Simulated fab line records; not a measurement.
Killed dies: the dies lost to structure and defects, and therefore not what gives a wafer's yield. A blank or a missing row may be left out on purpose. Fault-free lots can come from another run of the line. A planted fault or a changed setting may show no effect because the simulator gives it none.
Which tool did it? + flow sky130 + Sampling: 24 lots, 72 wafers, 5 of 708 route steps

== WHAT THE GAUGES READ, wafer by wafer ==
SKY_VT_ADJUST_LVTN_OVL_MEAS_18.
| lot  | measured     | on         | VT_ADJUST_LVTN_01_OVL (nm) |
|------|--------------|------------|----------------------------|
| L074 | day 7 17:58  | overlay-01 | -1.3 -0.7 -1.5             |
| L075 | day 8 01:14  | overlay-01 | 0.1 -0.4 0.5               |
| L076 | day 8 09:57  | overlay-02 | 2.5 2.1 0.8                |
| L077 | day 8 16:05  | overlay-02 | 2.3 2.5 2.6                |
| L078 | day 8 22:17  | overlay-02 | 0.5 0.9 0.7                |
| L079 | day 9 01:08  | overlay-02 | 1.7 0.1 -1.4               |
| L080 | day 9 12:11  | overlay-02 | 1.9 1.6 0.7                |
| L081 | day 9 19:05  | overlay-01 | 1.0 -0.2 2.1               |
| L082 | day 9 22:04  | overlay-02 | -0.6 0.1 -1.0              |
| L083 | day 10 03:26 | overlay-02 | 1.8 1.8 0.6                |
| L084 | day 10 11:41 | overlay-02 | 0.6 0.8 -0.9               |
| L085 | day 10 20:56 | overlay-02 | 0.5 -0.6 3.3               |
| L086 | day 11 00:10 | overlay-01 | -0.4 0.3 0.0               |
| L087 | day 11 08:08 | overlay-02 | 0.9 -0.6 1.8               |
| L088 | day 11 18:17 | overlay-02 | 0.2 -0.5 2.3               |
| L089 | day 12 04:05 | overlay-01 | 1.3 0.9 2.5                |
| L090 | day 12 11:42 | overlay-01 | 1.1 -0.6 0.0               |
| L091 | day 12 11:47 | overlay-02 | -1.4 0.9 1.6               |
| L092 | day 12 15:25 | overlay-02 | -0.3 -1.2 -0.7             |
| L093 | day 13 02:14 | overlay-01 | -1.5 -1.3 -1.1             |
| L094 | day 13 12:23 | overlay-01 | 0.3 1.4 -1.2               |
| L095 | day 13 19:55 | overlay-02 | -0.2 2.0 0.6               |
| L096 | day 14 04:16 | overlay-01 | -0.8 -1.5 -0.6             |
| L097 | day 14 12:11 | overlay-01 | 1.8 1.1 1.2                |

SKY_GATE_OXIDE_THK_MEAS_02.
| lot  | measured     | on           | GATE_OXIDE_OXIDATION_00_THK (nm) |
|------|--------------|--------------|----------------------------------|
| L074 | day 12 18:45 | filmMetro-01 | 10.52 10.34 10.54                |
| L075 | day 13 05:02 | filmMetro-01 | 10.31 10.34 10.17                |
| L076 | day 13 13:02 | filmMetro-03 | 10.19 10.26 10.43                |
| L077 | day 13 22:43 | filmMetro-01 | 10.17 10.22 10.17                |
| L078 | day 14 06:03 | filmMetro-02 | 10.44 10.41 10.33                |
| L079 | day 14 10:59 | filmMetro-02 | 10.48 10.46 10.49                |
| L080 | day 15 00:17 | filmMetro-03 | 10.16 10.08 10.18                |
| L081 | day 15 08:31 | filmMetro-02 | 10.45 10.28 10.46                |
| L082 | day 15 13:58 | filmMetro-01 | 9.90 10.24 10.06                 |
| L083 | day 15 14:36 | filmMetro-02 | 10.29 10.09 10.47                |
| L084 | day 16 03:30 | filmMetro-03 | 10.32 10.33 10.42                |
| L085 | day 16 12:54 | filmMetro-01 | 10.50 10.43 10.50                |
| L086 | day 16 16:32 | filmMetro-02 | 10.03 10.04 10.01                |
| L087 | day 17 00:56 | filmMetro-03 | 10.38 10.38 10.41                |
| L088 | day 17 13:37 | filmMetro-03 | 10.23 10.24 10.30                |
| L089 | day 18 00:38 | filmMetro-01 | 10.35 10.28 10.50                |
| L090 | day 18 12:17 | filmMetro-02 | 10.12 10.01 10.12                |
| L091 | day 18 12:16 | filmMetro-03 | 10.27 10.40 10.38                |
| L092 | day 18 16:34 | filmMetro-03 | 10.12 10.24 10.19                |
| L093 | day 19 06:28 | filmMetro-02 | 10.38 10.39 10.42                |
| L094 | day 19 18:05 | filmMetro-01 | 10.09 10.06 10.05                |
| L095 | day 20 05:13 | filmMetro-02 | 10.54 10.26 10.38                |
| L096 | day 20 12:29 | filmMetro-02 | 10.28 10.22 10.48                |
| L097 | day 20 23:28 | filmMetro-02 | 10.27 10.28 10.14                |

SKY_POLY_GATE_THK_MEAS_04.
| lot  | measured     | on           | POLY_GATE_CVD_03_THK (nm) |
|------|--------------|--------------|---------------------------|
| L074 | day 15 04:24 | filmMetro-04 | 74.2 74.5 73.9            |
| L075 | day 15 16:28 | filmMetro-02 | 74.8 74.7 74.5            |
| L076 | day 15 22:24 | filmMetro-04 | 75.7 75.5 75.3            |
| L077 | day 16 11:05 | filmMetro-01 | 74.5 75.0 74.7            |
| L078 | day 16 17:36 | filmMetro-04 | 73.9 74.3 73.9            |
| L079 | day 17 02:41 | filmMetro-04 | 75.2 75.0 74.5            |
| L080 | day 17 13:32 | filmMetro-01 | 73.8 73.2 74.3            |
| L081 | day 17 21:55 | filmMetro-02 | 75.4 75.8 75.3            |
| L082 | day 18 03:38 | filmMetro-02 | 74.7 73.8 74.0            |
| L083 | day 18 06:51 | filmMetro-01 | 75.2 74.9 75.5            |
| L084 | day 18 19:22 | filmMetro-04 | 76.3 75.6 75.6            |
| L085 | day 19 10:13 | filmMetro-02 | 74.9 75.2 75.9            |
| L086 | day 19 11:34 | filmMetro-02 | 75.8 75.6 76.3            |
| L087 | day 19 18:57 | filmMetro-04 | 75.8 75.6 75.6            |
| L088 | day 20 11:57 | filmMetro-02 | 76.6 76.3 76.0            |
| L089 | day 20 18:47 | filmMetro-02 | 74.7 74.4 75.3            |
| L090 | day 21 06:40 | filmMetro-04 | 74.8 74.4 74.2            |
| L091 | day 21 08:01 | filmMetro-04 | 74.6 75.0 75.0            |
| L092 | day 21 12:59 | filmMetro-01 | 74.4 74.0 74.5            |
| L093 | day 22 01:09 | filmMetro-04 | 74.8 74.5 74.6            |
| L094 | day 22 12:09 | filmMetro-04 | 74.6 74.5 74.8            |
| L095 | day 22 23:38 | filmMetro-04 | 75.4 76.2 75.8            |
| L096 | day 23 06:17 | filmMetro-01 | 75.2 74.6 75.5            |
| L097 | day 23 19:00 | filmMetro-01 | 74.9 74.9 75.0            |

SKY_LDD_HVP_TW_MEAS_10.
| lot  | measured     | on           | LDD_HVP_TW  |
|------|--------------|--------------|-------------|
| L074 | day 21 12:58 | filmMetro-03 | 457 456 454 |
| L075 | day 22 02:49 | filmMetro-04 | 463 466 462 |
| L076 | day 22 09:01 | filmMetro-03 | 454 451 456 |
| L077 | day 22 22:55 | filmMetro-03 | 454 456 458 |
| L078 | day 23 05:49 | filmMetro-02 | 448 447 448 |
| L079 | day 23 14:47 | filmMetro-04 | 469 468 471 |
| L080 | day 24 00:55 | filmMetro-04 | 469 466 467 |
| L081 | day 24 09:39 | filmMetro-03 | 456 453 455 |
| L082 | day 24 14:01 | filmMetro-02 | 446 450 449 |
| L083 | day 24 20:04 | filmMetro-03 | 453 455 453 |
| L084 | day 25 07:52 | filmMetro-02 | 451 450 448 |
| L085 | day 25 21:39 | filmMetro-02 | 447 450 448 |
| L086 | day 25 21:41 | filmMetro-04 | 463 465 463 |
| L087 | day 26 05:43 | filmMetro-04 | 467 464 465 |
| L088 | day 26 21:25 | filmMetro-03 | 457 456 455 |
| L089 | day 27 03:29 | filmMetro-02 | 447 447 449 |
| L090 | day 27 14:53 | filmMetro-04 | 462 464 468 |
| L091 | day 27 16:22 | filmMetro-03 | 458 456 456 |
| L092 | day 27 18:36 | filmMetro-04 | 464 464 465 |
| L093 | day 28 07:25 | filmMetro-02 | 451 449 450 |
| L094 | day 28 18:46 | filmMetro-04 | 467 464 466 |
| L095 | day 29 06:05 | filmMetro-03 | 455 456 455 |
| L096 | day 29 10:16 | filmMetro-03 | 457 456 455 |
| L097 | day 30 00:25 | filmMetro-02 | 450 447 450 |

== EACH LOT AND THE TOOL THAT RAN IT (in order: tool; ch and the chambers of the sampled wafers; start) ==
| lot  | SKY_VT_ADJUST_PCH_STRIP_09          |
|------|-------------------------------------|
| L074 | plasmaAsher-04 ch 0,1, day 10 11:28 |
| L075 | plasmaAsher-04 ch 0,1, day 10 19:34 |
| L076 | plasmaAsher-02 ch 0,1, day 11 03:30 |
| L077 | plasmaAsher-03 ch 1, day 11 11:03   |
| L078 | plasmaAsher-03 ch 0,1, day 11 19:49 |
| L079 | plasmaAsher-04 ch 1, day 11 22:07   |
| L080 | plasmaAsher-03 ch 0,1, day 12 10:40 |
| L081 | plasmaAsher-03 ch 0,1, day 12 16:59 |
| L082 | plasmaAsher-03 ch 0,1, day 12 20:43 |
| L083 | plasmaAsher-02 ch 0,1, day 13 00:43 |
| L084 | plasmaAsher-04 ch 0, day 13 12:12   |
| L085 | plasmaAsher-02 ch 0,1, day 13 22:45 |
| L086 | plasmaAsher-03 ch 0,1, day 14 02:01 |
| L087 | plasmaAsher-02 ch 0, day 14 10:24   |
| L088 | plasmaAsher-04 ch 0,1, day 14 22:16 |
| L089 | plasmaAsher-04 ch 0,1, day 15 09:04 |
| L090 | plasmaAsher-02 ch 0,1, day 15 16:57 |
| L091 | plasmaAsher-03 ch 0,1, day 15 17:31 |
| L092 | plasmaAsher-02 ch 1, day 15 21:37   |
| L093 | plasmaAsher-04 ch 0,1, day 16 10:27 |
| L094 | plasmaAsher-02 ch 0,1, day 16 21:25 |
| L095 | plasmaAsher-03 ch 0,1, day 17 06:55 |
| L096 | plasmaAsher-04 ch 0,1, day 17 15:54 |
| L097 | plasmaAsher-03 ch 0,1, day 18 01:12 |
- SKY_VT_ADJUST_PCH_STRIP_09: strips in O2/N2.

== AS READ BY THE TOOLS THEMSELVES (means over the sampled wafers that have a number; for cases with no such wafer, the mark the record gives instead) ==
SKY_VT_ADJUST_PCH_STRIP_09.
| lot  | tool           | drypumpMotorCurrentA (A) | oesProductAu (a.u.) | stripTimeToEndpointS (s) |
|------|----------------|--------------------------|---------------------|--------------------------|
| L074 | plasmaAsher-04 | 5.8                      | 0.724               | 36.76                    |
| L075 | plasmaAsher-04 | 5.7                      | 0.722               | 36.84                    |
| L076 | plasmaAsher-02 | 5.6                      | 0.726               | 36.73                    |
| L077 | plasmaAsher-03 | 5.8                      | 0.723               | 36.99                    |
| L078 | plasmaAsher-03 | 5.9                      | 0.718               | 37.09                    |
| L079 | plasmaAsher-04 | 5.9                      | 0.721               | 36.84                    |
| L080 | plasmaAsher-03 | 6.1                      | 0.719               | 36.80                    |
| L081 | plasmaAsher-03 | 5.9                      | 0.717               | 36.96                    |
| L082 | plasmaAsher-03 | 5.9                      | 0.719               | 36.88                    |
| L083 | plasmaAsher-02 | 5.6                      | 0.720               | 36.95                    |
| L084 | plasmaAsher-04 | 5.5                      | 0.724               | 36.83                    |
| L085 | plasmaAsher-02 | 6.1                      | 0.725               | 37.03                    |
| L086 | plasmaAsher-03 | 6.1                      | 0.720               | 36.79                    |
| L087 | plasmaAsher-02 | 6.6                      | 0.724               | 37.06                    |
| L088 | plasmaAsher-04 | 5.7                      | 0.723               | 36.98                    |
| L089 | plasmaAsher-04 | 5.7                      | 0.728               | 36.91                    |
| L090 | plasmaAsher-02 | 6.1                      | 0.721               | 36.99                    |
| L091 | plasmaAsher-03 | 5.9                      | 0.722               | 37.11                    |
| L092 | plasmaAsher-02 | 5.1                      | 0.718               | 36.90                    |
| L093 | plasmaAsher-04 | 5.6                      | 0.725               | 36.94                    |
| L094 | plasmaAsher-02 | 5.6                      | 0.723               | 36.90                    |
| L095 | plasmaAsher-03 | 6.1                      | 0.725               | 36.94                    |
| L096 | plasmaAsher-04 | 5.8                      | 0.716               | 37.07                    |
| L097 | plasmaAsher-03 | 5.9                      | 0.719               | 37.11                    |

== THE ANSWER, worked out from the rows above alone ==
Rule: the usual values come from the lots themselves. The widest of any qualifying gaps counts: lots, ordered by their means at a reading, are off when they make up no more than a third of the lots, leave a main group of 4 or more, and stand apart from it by 3 or more times the standard deviation of that group's means. A main group is skipped when, at the precision printed for the reading in the tables above, its means are all equal. A lot without any number at a reading at which 4 lots or more have one is off too. All remaining lots with rows at the step are treated as sound. The gauges are gone through in route order, then the tools' own readings, and for those a lot's mean is taken as printed above. At the first step where some lot is off, the reading lying furthest off is the one used; lots without a number count as furthest.
No lot is off on any of the readings shown, so nothing can be concluded from this.

== WHAT HAD BEEN PUT IN BY THE SIMULATOR ==
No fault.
